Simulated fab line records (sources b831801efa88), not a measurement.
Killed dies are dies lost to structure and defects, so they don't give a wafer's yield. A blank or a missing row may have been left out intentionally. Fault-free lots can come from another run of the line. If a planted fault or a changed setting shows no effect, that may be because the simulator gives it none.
Matching of chambers	flow sky130	hdpcvd-02 running SKY_VIA1_HDPCVD_00: 3 sister chambers
The step deposits SiO2, target thk 1030 nm, time 171.7 s. 14 wafers are shown with their chamber, then 7 later ones without.

== WAFERS PAIRED WITH THEIR CHAMBERS ==
wafer	chamber	susceptorTempC (C)
L239.1	0	399.72
L239.2	1	400.22
L239.6	1	400.15
L242.3	0	399.80
L242.5	0	399.81
L242.6	2	400.16
L243.1	2	400.23
L243.3	1	400.37
L243.4	1	400.37
L248.1	0	400.16
L248.4	1	399.77
L248.5	0	400.04
L253.1	2	400.06
L253.4	2	399.86

SIGNATURES (averages over the wafers above)
reading	chamber 0	chamber 1	chamber 2	scatter within a chamber
susceptorTempC	399.9060	400.1760	400.0775	0.204
Rule: a wafer's distance from a chamber is the root of the sum, over the readings, of the square of ((its reading less the chamber's mean) divided by the reading's scatter). The wafer belongs to the nearest chamber; if the next one is less than 2 further off, it can't be placed. The scatter: take each reading less its chamber's mean, square it, sum over the shown wafers, divide by the number of wafers less the number of chambers, and take the root.

== WAFERS MISSING THEIR CHAMBER ==
wafer	susceptorTempC (C)
L253.5	400.19
L257.2	400.23
L257.4	400.28
L257.6	400.19
L260.2	400.09
L260.3	399.75
L260.6	399.95

== CHAMBER TAKEN BY EACH ==
wafer	from the rows above	in truth
L253.5	can't be placed: 1 or 2 or 0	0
L257.2	can't be placed: 1 or 2 or 0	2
L257.4	can't be placed: 1 or 2 or 0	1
L257.6	can't be placed: 1 or 2 or 0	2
L260.2	can't be placed: 2 or 1 or 0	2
L260.3	can't be placed: 0 or 2 or 1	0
L260.6	can't be placed: 0 or 2 or 1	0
0 of 7 placed correctly. Unplaceable from these rows: 7, with the true chamber sitting among the candidates in 7. Placed wrongly: 0.
